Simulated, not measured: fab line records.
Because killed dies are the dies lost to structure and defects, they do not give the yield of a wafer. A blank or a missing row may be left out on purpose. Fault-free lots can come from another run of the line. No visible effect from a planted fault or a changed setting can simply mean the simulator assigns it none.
fab line records + flow sky130
[record]
- lots = 11
- wafers = 33
- last-day = 50
route steps=708 shown VIA1@470 METAL2@502 PAD_OPEN@708
lots that met no fault: from a run of the same line without faults
start-h: the number of hours between the record's first day and the start of the first shown wafer of the lot + wait-h: time in hours since the lot's previous step + " repeats the value in the row above + L1.1+2: one row covering several wafers at once + - either no value or no given start + * or withheld: withheld + < > ~ a bound
route shown NAME@n: a module of which the file shows steps, and the number in the route of the first + usual: mean and standard deviation over wafers with no fault + same: alike in all rows + chamber/n: place in a boat + sites: each site's reading + _std_site: the standard deviation of these + _edge_site: outer sites' mean less inner sites' + radius-mm: for every site, how far away it sits from the centre of the wafer + mask NAME#n: copy n + behind: the most recent tool/chamber to have shaped the wafer + hold: why the lot went on hold/how many hours it stayed there/how the hold came to an end + device: the transistor (n, p or np) that didn't switch + end of line: the tests these same wafers got at the end of their route + step lacking rows: just its recipe + killed: the dies lost at the first sort to structure and to defects; this is not the yield of the wafer + map: shows each die of a wafer: x if killed, . if not, _ if none is there
set.NAME: the setting the step ran with; set.NAME@STEP: the setting that earlier step ran with + model.NAME: the simulator's own value behind a step, which no gauge read
the route's steps for a sample of lots (tables are steps, rows are wafers)
services: from which hour (start-h, from the record's first day; less than 0 if before it) a tool's chamber was out of use, for how many hours, and why
[[steps]]
[step SKY_VIA1_CD_MEAS_12]
[recipe]
- target-cd-nm = 150
[usual]
- cd-nm = 149.4/1.6
| lot.wafer | tool      | chamber | start-h | wait-h | cd-nm |
|-----------|-----------|---------|---------|--------|-------|
| L901.1    | cd-sem-02 | -       | 803.66  | -      | 149.1 |
| L901.3    | "         | -       | "       | "      | 149.1 |
| L901.6    | "         | -       | "       | "      | 149.7 |
| L902.1    | cd-sem-01 | -       | 806.93  | -      | 147.6 |
| L902.3    | "         | -       | "       | "      | 147.6 |
| L902.4    | "         | -       | "       | "      | 148.4 |
| L903.2    | cd-sem-01 | -       | 812.28  | -      | 147.9 |
| L903.5    | "         | -       | "       | "      | 148.4 |
| L903.6    | "         | -       | "       | "      | 149.4 |
| L906.3    | cd-sem-01 | -       | 836.90  | -      | 147.0 |
| L906.4    | "         | -       | "       | "      | 148.1 |
| L906.5    | "         | -       | "       | "      | 146.8 |
| L907.2    | cd-sem-02 | -       | 852.03  | -      | 150.9 |
| L907.3    | "         | -       | "       | "      | 150.2 |
| L907.6    | "         | -       | "       | "      | 149.4 |
| L909.3    | cd-sem-02 | -       | 869.05  | -      | 150.3 |
| L909.4    | "         | -       | "       | "      | 152.3 |
| L909.6    | "         | -       | "       | "      | 152.2 |
| L911.1    | cd-sem-02 | -       | 882.21  | -      | 150.5 |
| L911.3    | "         | -       | "       | "      | 151.6 |
| L911.6    | "         | -       | "       | "      | 150.1 |
| L920.2    | cd-sem-01 | -       | 960.78  | -      | 150.3 |
| L920.3    | "         | -       | "       | "      | 149.8 |
| L920.5    | "         | -       | "       | "      | 150.9 |
| L923.2    | cd-sem-01 | -       | 971.73  | -      | 152.2 |
| L923.3    | "         | -       | "       | "      | 154.0 |
| L923.5    | "         | -       | "       | "      | 150.4 |
| L922.1    | cd-sem-02 | -       | 974.36  | -      | 148.6 |
| L922.2    | "         | -       | "       | "      | 149.0 |
| L922.6    | "         | -       | "       | "      | 147.2 |
| L921.2    | cd-sem-02 | -       | 977.95  | -      | 151.6 |
| L921.4    | "         | -       | "       | "      | 149.8 |
| L921.6    | "         | -       | "       | "      | 150.0 |
[step SKY_VIA1_STRIP_16]
[recipe]
- chemistry = O2/N2
- power-w = 1400
- pressure-mtorr = 1500
- platen-temp-c = withheld
- o2-flow-sccm = 3000
- n2-flow-sccm = 300
- overash-fraction = 0.5
[usual]
- drypump-motor-current-A = 5.80/0.25
- n2-flow-sccm = 300.0/0.83
- oes-product-au = 0.416/0.0043
- overash-fraction = 0.5/0
- strip-time-to-endpoint-s = 4.468/0.029
| lot.wafer | tool            | chamber | start-h | wait-h | drypump-motor-current-A | n2-flow-sccm | oes-product-au | overash-fraction | rf-hours-counter-h | strip-time-to-endpoint-s |
|-----------|-----------------|---------|---------|--------|-------------------------|--------------|----------------|------------------|--------------------|--------------------------|
| L901.1    | plasma-asher-04 | 1       | 803.91  | 0.0    | 5.94                    | 299.7        | 0.417          | 0.5              | 6                  | 4.465                    |
| L901.3    | "               | 1       | "       | "      | 5.95                    | 300.1        | 0.414          | 0.5              | -                  | 4.470                    |
| L901.6    | "               | 0       | "       | "      | 5.55                    | 299.7        | 0.415          | 0.5              | -                  | 4.466                    |
| L902.1    | plasma-asher-02 | 1       | 807.17  | 0.0    | 5.46                    | 300.4        | 0.416          | 0.5              | 94                 | 4.525                    |
| L902.3    | "               | 0       | "       | "      | 6.10                    | 299.8        | 0.417          | 0.5              | -                  | 4.465                    |
| L902.4    | "               | 1       | "       | "      | 5.44                    | 298.9        | 0.409          | 0.5              | -                  | 4.494                    |
| L903.2    | plasma-asher-03 | 1       | 812.51  | 0.0    | 5.72                    | 300.5        | 0.414          | 0.5              | 40                 | 4.446                    |
| L903.5    | "               | 1       | "       | "      | 5.71                    | 300.5        | 0.418          | 0.5              | -                  | 4.502                    |
| L903.6    | "               | 0       | "       | "      | 6.11                    | 301.5        | 0.413          | 0.5              | -                  | 4.447                    |
| L906.3    | plasma-asher-04 | 1       | 837.13  | 0.1    | 5.95                    | 298.7        | 0.417          | 0.5              | -                  | 4.504                    |
| L906.4    | "               | 0       | "       | "      | 5.52                    | 299.9        | 0.415          | 0.5              | -                  | 4.462                    |
| L906.5    | "               | 0       | "       | "      | 5.47                    | 301.5        | 0.413          | 0.5              | -                  | 4.494                    |
| L907.2    | plasma-asher-02 | 1       | 852.25  | 0.0    | 5.44                    | 300.7        | 0.421          | 0.5              | 99                 | 4.503                    |
| L907.3    | "               | 0       | "       | "      | 6.13                    | 300.1        | 0.407          | 0.5              | -                  | 4.465                    |
| L907.6    | "               | 1       | "       | "      | 5.46                    | 299.8        | 0.416          | 0.5              | -                  | 4.453                    |
| L909.3    | plasma-asher-02 | 0       | 869.29  | 0.1    | 6.12                    | 299.8        | 0.418          | 0.5              | -                  | 4.447                    |
| L909.4    | "               | 1       | "       | "      | 5.47                    | 300.0        | 0.418          | 0.5              | -                  | 4.470                    |
| L909.6    | "               | 0       | "       | "      | 6.14                    | 299.8        | 0.416          | 0.5              | -                  | 4.450                    |
| L911.1    | plasma-asher-04 | 0       | 882.45  | 0.0    | 5.57                    | 300.1        | 0.409          | 0.5              | 14                 | 4.467                    |
| L911.3    | "               | 0       | "       | "      | 5.49                    | 300.1        | 0.418          | 0.5              | -                  | 4.465                    |
| L911.6    | "               | 1       | "       | "      | 5.96                    | 299.3        | 0.417          | 0.5              | -                  | 4.508                    |
| L920.2    | plasma-asher-03 | 0       | 961.01  | 0.0    | 6.08                    | 300.9        | 0.420          | 0.5              | 53                 | 4.475                    |
| L920.3    | "               | 0       | "       | "      | 6.08                    | 299.1        | 0.422          | 0.5              | -                  | 4.441                    |
| L920.5    | "               | 0       | "       | "      | 6.07                    | 300.4        | 0.418          | 0.5              | -                  | 4.464                    |
| L923.2    | plasma-asher-03 | 0       | 971.96  | 0.0    | 6.07                    | 299.1        | 0.414          | 0.5              | 54                 | 4.456                    |
| L923.3    | "               | 1       | "       | "      | 5.67                    | 299.4        | 0.415          | 0.5              | -                  | 4.470                    |
| L923.5    | "               | 0       | "       | "      | 6.05                    | 300.0        | 0.421          | 0.5              | -                  | 4.477                    |
| L922.1    | plasma-asher-02 | 0       | 974.60  | 0.0    | 6.10                    | 300.7        | 0.419          | 0.5              | 111                | 4.510                    |
| L922.2    | "               | 1       | "       | "      | 5.45                    | 300.8        | 0.410          | 0.5              | 111                | 4.453                    |
| L922.6    | "               | 1       | "       | "      | 5.46                    | 300.1        | 0.418          | 0.5              | -                  | 4.451                    |
| L921.2    | plasma-asher-02 | 0       | 978.17  | 0.0    | 6.14                    | 300.4        | 0.423          | 0.5              | 112                | 4.512                    |
| L921.4    | "               | 0       | "       | "      | 6.14                    | 300.7        | 0.414          | 0.5              | -                  | 4.448                    |
| L921.6    | "               | 0       | "       | "      | 6.12                    | 301.6        | 0.416          | 0.5              | -                  | 4.452                    |
[step SKY_METAL2_METAL_ETCH_19]
[recipe]
- target-depth-a = 3600
- stop-on = SiO2
- over-etch-frac = 0.3
- time-s = 78
- chemistry = Cl2/BCl3
- resist-sidewall-deg = 88
- pressure-mtorr = 10
- icp-w = 900
- bias-w = 48.5
- Cl2_flow_sccm = 60
- bcl3-flow-sccm = 30
[usual]
- bias-w = 48.48/0.14
- drypump-motor-current-A = 5.9/0.48
- oes-product-au = 0.852/0.0064
- throttle-valve-pct = 22.264/0.0096
| lot.wafer | tool         | chamber | start-h | wait-h | bias-w | drypump-motor-current-A | oes-product-au | rf-hours-counter-h | throttle-valve-pct |
|-----------|--------------|---------|---------|--------|--------|-------------------------|----------------|--------------------|--------------------|
| L901.1    | rie-metal-01 | 1       | 831.58  | 0.0    | 48.57  | 6.5                     | 0.847          | 4                  | 22.271             |
| L901.3    | "            | 1       | "       | "      | 48.61  | 6.4                     | 0.852          | -                  | 22.258             |
| L901.6    | "            | 1       | "       | "      | 48.67  | 6.5                     | 0.852          | -                  | 22.253             |
| L902.1    | rie-metal-04 | 1       | 835.03  | 0.0    | 48.49  | 5.5                     | 0.857          | 13                 | 22.271             |
| L902.3    | "            | 0       | "       | "      | 48.50  | 6.1                     | 0.860          | -                  | 22.269             |
| L902.4    | "            | 1       | "       | "      | 48.46  | 5.5                     | 0.843          | -                  | 22.270             |
| L903.2    | rie-metal-01 | 0       | 840.51  | 0.0    | 48.30  | 5.2                     | 0.856          | 17                 | 22.258             |
| L903.5    | "            | 1       | "       | "      | 48.59  | 6.5                     | 0.865          | -                  | 22.248             |
| L903.6    | "            | 0       | "       | "      | 48.22  | 5.2                     | 0.839          | -                  | 22.255             |
| L906.3    | rie-metal-01 | 1       | 864.47  | 0.1    | 48.46  | 6.5                     | 0.850          | -                  | 22.262             |
| L906.4    | "            | 1       | "       | "      | 48.70  | 6.5                     | 0.844          | -                  | 22.274             |
| L906.5    | "            | 1       | "       | "      | 48.32  | 6.4                     | 0.854          | -                  | 22.274             |
| L907.2    | rie-metal-04 | 0       | 879.50  | 0.1    | 48.47  | 6.1                     | 0.853          | 8                  | 22.256             |
| L907.3    | "            | 0       | "       | "      | 48.52  | 6.1                     | 0.856          | -                  | 22.262             |
| L907.6    | "            | 1       | "       | "      | 48.44  | 5.5                     | 0.854          | -                  | 22.259             |
| L909.3    | rie-metal-01 | 1       | 896.87  | 0.1    | 48.47  | 6.5                     | 0.854          | -                  | 22.258             |
| L909.4    | "            | 0       | "       | "      | 48.46  | 5.2                     | 0.860          | -                  | 22.255             |
| L909.6    | "            | 0       | "       | "      | 48.42  | 5.2                     | 0.850          | -                  | 22.256             |
| L911.1    | rie-metal-02 | 1       | 909.28  | 0.0    | 48.31  | 6.1                     | 0.853          | 8                  | 22.260             |
| L911.3    | "            | 1       | "       | "      | 48.56  | 6.1                     | 0.862          | -                  | 22.281             |
| L911.6    | "            | 0       | "       | "      | 48.37  | 5.9                     | 0.857          | -                  | 22.250             |
| L920.2    | rie-metal-01 | 0       | 986.48  | 0.0    | 48.15  | 5.2                     | 0.850          | 7                  | 22.258             |
| L920.3    | "            | 0       | "       | "      | 48.33  | 5.2                     | 0.849          | -                  | 22.259             |
| L920.5    | "            | 1       | "       | "      | 48.67  | 6.5                     | 0.849          | -                  | 22.253             |
| L923.2    | rie-metal-01 | 0       | 997.02  | 0.0    | 48.48  | 5.2                     | 0.851          | 8                  | 22.266             |
| L923.3    | "            | 1       | "       | "      | 48.62  | 6.4                     | 0.838          | -                  | 22.262             |
| L923.5    | "            | 0       | "       | "      | 48.69  | 5.2                     | 0.842          | -                  | 22.266             |
| L922.1    | rie-metal-02 | 1       | 1000.12 | 0.0    | 48.53  | 6.1                     | 0.858          | 13                 | 22.249             |
| L922.2    | "            | 0       | "       | "      | 48.49  | 5.8                     | 0.845          | 15                 | 22.264             |
| L922.6    | "            | 0       | "       | "      | 48.64  | 5.8                     | 0.858          | -                  | 22.271             |
| L921.2    | rie-metal-01 | 0       | 1004.27 | 0.0    | 48.27  | 5.2                     | 0.855          | 9                  | 22.255             |
| L921.4    | "            | 1       | "       | "      | 48.80  | 6.5                     | 0.855          | -                  | 22.254             |
| L921.6    | "            | 0       | "       | "      | 48.61  | 5.2                     | 0.859          | -                  | 22.255             |
[step SKY_METAL2_STRIP_20]
[recipe]
- chemistry = O2/N2
- power-w = 1400
- pressure-mtorr = 1500
- platen-temp-c = withheld
- o2-flow-sccm = 3000
- n2-flow-sccm = 300
- overash-fraction = 0.5
[usual]
- drypump-motor-current-A = 5.8/0.3
- n2-flow-sccm = 300.0/0.91
- oes-product-au = 0.343/0.0055
- overash-fraction = 0.5/0
- strip-time-to-endpoint-s = 2.69/0.073
| lot.wafer | tool            | chamber | start-h | wait-h | drypump-motor-current-A | n2-flow-sccm | oes-product-au | overash-fraction | rf-hours-counter-h | strip-time-to-endpoint-s |
|-----------|-----------------|---------|---------|--------|-------------------------|--------------|----------------|------------------|--------------------|--------------------------|
| L901.1    | plasma-asher-02 | 0       | 831.67  | 0.1    | 6.1                     | 300.8        | 0.348          | 0.5              | 97                 | 2.69                     |
| L901.3    | "               | 1       | "       | "      | 5.5                     | 300.0        | 0.346          | 0.5              | -                  | 2.68                     |
| L901.6    | "               | 0       | "       | "      | 6.1                     | 301.8        | 0.353          | 0.5              | -                  | 2.67                     |
| L902.1    | plasma-asher-02 | 1       | 835.12  | 0.1    | 5.5                     | 300.2        | 0.332          | 0.5              | 97                 | 2.54                     |
| L902.3    | "               | 1       | "       | "      | 5.5                     | 300.7        | 0.348          | 0.5              | -                  | 2.66                     |
| L902.4    | "               | 0       | "       | "      | 6.1                     | 298.5        | 0.341          | 0.5              | -                  | 2.56                     |
| L903.2    | plasma-asher-03 | 1       | 840.60  | 0.1    | 5.7                     | 300.2        | 0.345          | 0.5              | 42                 | 2.68                     |
| L903.5    | "               | 1       | "       | "      | 5.7                     | 299.7        | 0.348          | 0.5              | -                  | 2.64                     |
| L903.6    | "               | 0       | "       | "      | 6.1                     | 300.5        | 0.340          | 0.5              | -                  | 2.68                     |
| L906.3    | plasma-asher-02 | 0       | 864.62  | 0.1    | 6.1                     | 300.3        | 0.332          | 0.5              | -                  | 2.59                     |
| L906.4    | "               | 1       | "       | "      | 5.5                     | 299.1        | 0.338          | 0.5              | -                  | 2.58                     |
| L906.5    | "               | 0       | "       | "      | 6.1                     | 299.6        | 0.339          | 0.5              | -                  | 2.62                     |
| L907.2    | plasma-asher-01 | 0       | 879.62  | 0.1    | 5.8                     | 298.5        | 0.332          | 0.5              | 77                 | 2.61                     |
| L907.3    | "               | 0       | "       | "      | 5.8                     | 298.4        | 0.347          | 0.5              | -                  | 2.63                     |
| L907.6    | "               | 0       | "       | "      | 5.8                     | 298.8        | 0.342          | 0.5              | -                  | 2.56                     |
| L909.3    | plasma-asher-02 | 1       | 896.99  | 0.1    | 5.5                     | 301.1        | 0.348          | 0.5              | -                  | 2.64                     |
| L909.4    | "               | 0       | "       | "      | 6.1                     | 300.3        | 0.342          | 0.7              | -                  | 2.79                     |
| L909.6    | "               | 0       | "       | "      | 6.1                     | 300.4        | 0.345          | 0.7              | -                  | 2.74                     |
| L911.1    | plasma-asher-02 | 0       | 909.37  | 0.1    | 6.1                     | 299.7        | 0.350          | 0.7              | 105                | 2.82                     |
| L911.3    | "               | 0       | "       | "      | 6.1                     | 299.4        | 0.352          | 0.7              | -                  | 2.84                     |
| L911.6    | "               | 0       | "       | "      | 6.1                     | 299.6        | 0.350          | 0.7              | -                  | 2.73                     |
| L920.2    | plasma-asher-02 | 1       | 986.57  | 0.1    | 5.5                     | 299.7        | 0.346          | 0.5              | 113                | 2.77                     |
| L920.3    | "               | 1       | "       | "      | 5.5                     | 299.2        | 0.344          | 0.5              | -                  | 2.75                     |
| L920.5    | "               | 1       | "       | "      | 5.5                     | 299.9        | 0.338          | 0.5              | -                  | 2.66                     |
| L923.2    | plasma-asher-02 | 1       | 997.11  | 0.1    | 5.5                     | 299.9        | 0.343          | 0.5              | 114                | 2.70                     |
| L923.3    | "               | 0       | "       | "      | 6.1                     | 300.4        | 0.335          | 0.5              | -                  | 2.63                     |
| L923.5    | "               | 0       | "       | "      | 6.1                     | 300.9        | 0.346          | 0.5              | -                  | 2.75                     |
| L922.1    | plasma-asher-02 | 1       | 1000.21 | 0.1    | 5.5                     | 299.1        | 0.347          | 0.5              | 114                | 2.81                     |
| L922.2    | "               | 0       | "       | "      | 6.2                     | 298.6        | 0.347          | 0.5              | 114                | 2.72                     |
| L922.6    | "               | 1       | "       | "      | 5.5                     | 299.2        | 0.342          | 0.5              | -                  | 2.71                     |
| L921.2    | plasma-asher-03 | 0       | 1004.36 | 0.1    | 6.1                     | 301.0        | 0.341          | 0.5              | 57                 | 2.77                     |
| L921.4    | "               | 1       | "       | "      | 5.7                     | 300.5        | 0.340          | 0.5              | -                  | 2.65                     |
| L921.6    | "               | 1       | "       | "      | 5.7                     | 299.9        | 0.352          | 0.5              | -                  | 2.74                     |
[step SKY_PAD_OPEN_PROBE_99]
[usual]
- defect-limited-yield = 82.8/2.1
- killed_at_M0_to_M3 = 42/6.6
- killed_at_M4_up = 3.1/1.9
- killed-at-contacts = 24/5.6
- killed-at-front-end = 15/4.8
- killed-at-other = 0.3/0.48
- killed-dies = 84/10
- killed-open = 47/6.8
- killed-short = 37/6.8
- sort_bin_3_pad_short = 0.9/0.48
- sort_bin_5_function = 10.1/1.4
- sort_bin_6_memory = 6.2/1.2
- sort_bin_8_speed = 0.00/0.017
- sort-n-pass = 408/10
- sort-yield-pct = 82.8/2.1
[same]
- gross-dies = 492
- killed-at-back-side = 0
- sort_bin_4_leakage[%] = 0
| lot.wafer | tool      | chamber | start-h | wait-h | defect-limited-yield[%] | killed_at_M0_to_M3 | killed_at_M4_up | killed-at-contacts | killed-at-front-end | killed-at-other | killed-dies | killed-open | killed-short | sort_bin_3_pad_short[%] | sort_bin_5_function[%] | sort_bin_6_memory[%] | sort_bin_8_speed[%] | sort-n-pass | sort-yield-pct[%] |
|-----------|-----------|---------|---------|--------|-------------------------|--------------------|-----------------|--------------------|---------------------|-----------------|-------------|-------------|--------------|-------------------------|------------------------|----------------------|---------------------|-------------|-------------------|
| L907.2    | prober-02 | -       | 1122.48 | 0.1    | 82.5                    | 40                 | 4               | 27                 | 15                  | 0               | 86          | 49          | 37           | 1.0                     | 10.8                   | 5.7                  | 0                   | 406         | 82.5              |
| L907.3    | prober-02 | -       | 1122.53 | 0.2    | 83.7                    | 33                 | 10              | 17                 | 20                  | 0               | 80          | 41          | 39           | 1.4                     | 9.6                    | 5.3                  | 0                   | 412         | 83.7              |
| L907.6    | prober-02 | -       | 1122.68 | 0.2    | 85.0                    | 47                 | 3               | 20                 | 4                   | 0               | 74          | 38          | 36           | 1.8                     | 8.1                    | 5.1                  | 0                   | 418         | 85.0              |
// killed by level:class
L907.2 VIA1:geometric-particle:open=11 CONTACT:geometric-particle:short=8 VIA3:geometric-particle:open=8 LI_CONTACT:geometric-particle:open=6 CONTACT:geometric-particle:open=5 METAL2:geometric-particle:short=5 FIELD_ISO:geometric-particle:short=4 POLY_GATE:geometric-particle:open=4
L907.3 VIA1:geometric-particle:open=10 LI_CONTACT:geometric-particle:open=9 METAL4:geometric-particle:short=6 FIELD_ISO:geometric-particle:short=4 POLY_GATE:geometric-particle:short=4 POLY_GATE:geometric-particle:open=4 CONTACT:geometric-particle:open=4 VIA2:geometric-particle:open=4
L907.6 METAL1:geometric-particle:short=14 VIA1:geometric-particle:open=10 CONTACT:geometric-particle:open=9 VIA2:geometric-particle:open=8 LOCAL_INTERCONNECT:geometric-particle:short=4 VIA1:geometric-particle:short=4 METAL2:geometric-particle:short=4 VIA3:geometric-particle:open=4
[[services]]
| tool            | chamber | start-h | hours | kind           |
|-----------------|---------|---------|-------|----------------|
| plasma-asher-01 | -       | 791.68  | 1.6   | repair         |
| rie-metal-04    | 0       | 807.77  | 4.8   | repair         |
| rie-metal-01    | 0       | 846.76  | -     | clean          |
| rie-metal-01    | 0       | 846.76  | 19.1  | scheduled-down |
| rie-metal-01    | 0       | 846.76  | 19.1  | vent-cycle     |
| plasma-asher-03 | -       | 878.80  | 18.6  | repair         |
| plasma-asher-04 | -       | 894.74  | 0.4   | repair         |
| plasma-asher-04 | -       | 903.33  | 1.3   | repair         |
| plasma-asher-02 | -       | 929.94  | 3.6   | repair         |
| rie-metal-04    | 1       | 932.66  | -     | clean          |
| rie-metal-04    | 1       | 932.66  | 21.5  | scheduled-down |
| rie-metal-04    | 1       | 932.66  | 21.5  | vent-cycle     |
| rie-metal-01    | 1       | 938.43  | 16.3  | repair         |
| plasma-asher-04 | -       | 975.69  | 2.8   | pm             |
| plasma-asher-03 | -       | 988.70  | 1.8   | repair         |
[[key]]
[first-sign]
- step = SKY_METAL2_STRIP_20
- reading = overash-fraction
- direction = up
- sigmas = 99+
- usual = 0.5
- struck = 0.7
effect none on later readings
met-at SKY_METAL2_STRIP_20
struck-lots L909,L911
struck-wafers L909.4,L909.6,L911.1,L911.3,L911.6
not-acting-at SKY_VIA1_CD_MEAS_12,SKY_VIA1_STRIP_16,SKY_METAL2_METAL_ETCH_19
onset-between 864.62 896.99
[fault]
- kind = process-parameter-drift
- tool = plasma-asher-02
- chamber = 0
- onset-h = 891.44
- steps = SKY_METAL2_STRIP_20
- channel = overash-fraction
- offset = 0.2
- shape = step
- end-h = 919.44
- acts-in = these-recipes-only
- stated = 0.5
